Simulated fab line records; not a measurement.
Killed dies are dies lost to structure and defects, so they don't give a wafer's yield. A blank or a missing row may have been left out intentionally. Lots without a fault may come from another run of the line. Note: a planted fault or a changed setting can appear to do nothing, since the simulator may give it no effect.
A struck lot beside a sound one	flow sky130	44 out of 708 route steps
Sound: these wafers, L817.1, L817.2, L817.5. Wafers L825.2, L825.4, L825.6 were the ones struck. At the end, the cause is stated.
Each step with rows lists, per side, the tool, then ch with its chambers, then its first start. Under that, the readings that differ: sound wafers	struck wafers	difference of the means	sigmas: that difference in standard deviations of wafers without a fault.
alike: same words and numbers on both sides, and readings whose means sit less than 2 such deviations apart. not compared: any withheld reading, any reading some wafer has no value for, any bound like >300 that may hide the same value, and any number with overlapping values for which the record gives no deviation.
A row with sigmas, a row that says differs or no value, or rows on one side alone: a step with any of these is where the two part. When numbers do not overlap yet have no deviation, they are printed without sigmas and do not part them. A reading that every wafer of one side lacks parts them only if that side has two wafers or more.

first, 5 steps without rows for these wafers: SKY_VIA3_ETCH_15 (etches SiO2 in C4F8/O2/Ar, stops on TiN, target depth 507 nm, time 78 s); SKY_VIA3_STRIP_16 (strips in O2/N2); SKY_VIA3_STRIP_17 (strips in post etch residue remover, time 1200 s); SKY_VIA3_CLEAN_18 (cleans in IPA, time 180 s); SKY_VIA3_CLEAN_19 (cleans in O3/DIW).
SKY_VIA3_SPUTTER_20: material TiN, target thk 20 nm, time 80 s.
  sound: pvd-sputter-03 at day 41 22:58; struck: pvd-sputter-03 at day 43 16:10
  alike: cathode-dc-power-W, throttle-valve-pct
then, 1 step without rows for these wafers: SKY_VIA3_CVD_21 (deposits W, target thk 390 nm, time 117.31 s).
SKY_VIA3_RS_MEAS_22: measures by four-point-probe.
  sound: film-metro-02 at day 41 23:09; struck: film-metro-01 at day 43 16:22
  alike: VIA3_W_RS
SKY_VIA3_THK_MEAS_23: measures by xrf.
  sound: film-metro-02 at day 41 23:16; struck: film-metro-01 at day 43 16:29
  alike: VIA3_W_THK
SKY_VIA3_CMP_24: polishes, stops on SiO2, t overpolish 20 s, target thk 0 nm.
  sound on cmp-01 ch 0,1,2, day 41 23:23; struck on cmp-02 ch 0,2,3, day 43 16:35
reading	sound	struck	difference	sigmas
time-to-endpoint-s (s)	92 97 85	103 104 100	+11	+3
  alike: head-pressure-psi, motor-current-A, overpolish-run-s
then, 2 steps without rows for these wafers: SKY_METAL4_SPUTTER_00 (material Ti, target thk 15 nm, time 10 s); SKY_METAL4_SPUTTER_01 (material TiN, target thk 20 nm, time 16.7 s).
SKY_METAL4_SPUTTER_02: material AlCu, target thk 735 nm, time 39.1 s.
  sound: pvd-sputter-02 at day 41 23:41; struck: pvd-sputter-02 at day 43 16:53
reading	sound	struck	difference	sigmas
model.AlCu_of_METAL4_SPUTTER_02.thk-nm (nm)	733.2 732.5 723.8	833.6 823.3 829	+98.8	
  alike: cathode-dc-power-W, throttle-valve-pct
SKY_METAL4_SPUTTER_03: material Ti, target thk 5 nm, time 3.3 s.
  sound: pvd-sputter-02 at day 41 23:43; struck: pvd-sputter-02 at day 43 16:55
  alike: cathode-dc-power-W, throttle-valve-pct
then, 1 step without rows for these wafers: SKY_METAL4_SPUTTER_04 (material TiN, target thk 70 nm, time 58.3 s).
SKY_CAP2M_CVD_00: deposits SiO2, target thk 15.5 nm.
  sound on pecvd-01 ch 0,2, day 41 23:47; struck on pecvd-01 ch 0,1, day 43 16:59
  alike: heater-power-w
SKY_CAP2M_THK_MEAS_01:
  sound: film-metro-03 at day 41 23:48; struck: film-metro-03 at day 43 17:01
  alike: CAP2M_CVD_00_THK
then, 1 step without rows for these wafers: SKY_CAP2M_SPUTTER_02 (material TiN, target thk 200 nm, time 166.7 s).
SKY_CAP2M_RS_MEAS_03: measures by four-point-probe.
  sound: film-metro-02 at day 41 23:58; struck: film-metro-01 at day 43 17:11
  alike: CAP2M_TIN_RS
SKY_CAP2M_THK_MEAS_04: measures by xrf.
  sound: film-metro-02 at day 42 00:05; struck: film-metro-01 at day 43 17:18
  alike: CAP2M_TIN_THK
then, 7 steps without rows for these wafers: SKY_CAP2M_DEHYDRATE_05 (time 60 s); SKY_CAP2M_HMDS_06 (prime time 60 s); SKY_CAP2M_COAT_07 (resist thk 1140 nm); SKY_CAP2M_SOFTBAKE_08 (time 60 s); SKY_CAP2M_EXPOSE_09 (exposes mask CAP2M, target cd 1000 nm); SKY_CAP2M_PEB_10; SKY_CAP2M_DEVELOP_11 (develop time 60 s).
SKY_CAP2M_OVL_MEAS_12:
  sound: overlay-01 at day 42 23:16; struck: overlay-01 at day 44 15:31
  alike: CAP2M_OVL
then, 1 step without rows for these wafers: SKY_CAP2M_METAL_ETCH_13 (etches TiN in Cl2/BCl3, stops on SiO2, target depth 220 nm, time 62.9 s).
SKY_CAP2M_STRIP_14: strips in O2/N2.
  sound on plasma-asher-03 ch 0,1, day 42 23:23; struck on plasma-asher-03 ch 0,1, day 44 15:37
  alike: drypump-motor-current-A, oes-product-au, strip-time-to-endpoint-s
  not compared: rf-hours-counter-h
then, 11 steps without rows for these wafers: SKY_CAP2M_STRIP_15 (strips in post etch residue remover, time 1200 s); SKY_CAP2M_CLEAN_16 (cleans in IPA, time 180 s); SKY_CAP2M_CLEAN_17 (cleans in O3/DIW); SKY_METAL4_DEHYDRATE_05 (time 60 s); SKY_METAL4_HMDS_06 (prime time 60 s); SKY_METAL4_COAT_07 (resist thk 60 nm); SKY_METAL4_COAT_08 (resist thk 1140 nm); SKY_METAL4_SOFTBAKE_09 (time 90 s); SKY_METAL4_EXPOSE_10 (exposes mask MM4, target cd 300 nm); SKY_METAL4_PEB_11; SKY_METAL4_DEVELOP_12 (develop time 60 s).
SKY_METAL4_CD_MEAS_13: the cd target is 300 nm.
  sound: cd-sem-01 at day 43 22:52; struck: cd-sem-02 at day 45 13:46
  alike: cd-nm
SKY_METAL4_METAL_ETCH_18: etches the open film in Cl2/BCl3, stops on SiO2, target depth 845 nm, time 183.1 s.
  sound on rie-metal-02 ch 0,1, day 43 23:10; struck on rie-metal-02 ch 0,1, day 45 14:03
reading	sound	struck	difference	sigmas
oes-product-au (a.u.)	0.868 0.868 0.863	0.929 0.922 0.914	+0.055	+8
  alike: drypump-motor-current-A, throttle-valve-pct
  not compared: rf-hours-counter-h
-- the record jumps here: 4 days lie between the struck wafers' starts before and after (it left off in module METAL4 and takes up again in module PAD_OPEN, whose first step shown is number 708 of the route) --
SKY_PAD_OPEN_PROBE_99:
  sound: prober-02 at day 47 15:26; struck: prober-02 at day 49 02:07
reading	sound	struck	difference	sigmas
model.etest.met4.line-ohm-um	0.1397 0.1416 0.1438	0.1253 0.124 0.1246	-0.0171	
model.etest.met4.rs-ohm-sq	0.04247 0.04251 0.04361	0.03788 0.03793 0.03789	-0.00496	
  alike: defect-limited-yield, killed_at_M0_to_M3, killed_at_M4_up, killed-at-contacts, killed-at-front-end, killed-at-other, killed-dies, killed-open, killed-short, sort_bin_3_pad_short, sort_bin_5_function, sort_bin_6_memory, sort-n-pass, sort-yield-pct

WHERE THEY PART
Last at SKY_METAL4_METAL_ETCH_18 as far as this record goes, first at SKY_VIA3_CMP_24. Later steps at which nothing parts them and some readings are alike: SKY_PAD_OPEN_PROBE_99.

WHY: what the simulator had put in
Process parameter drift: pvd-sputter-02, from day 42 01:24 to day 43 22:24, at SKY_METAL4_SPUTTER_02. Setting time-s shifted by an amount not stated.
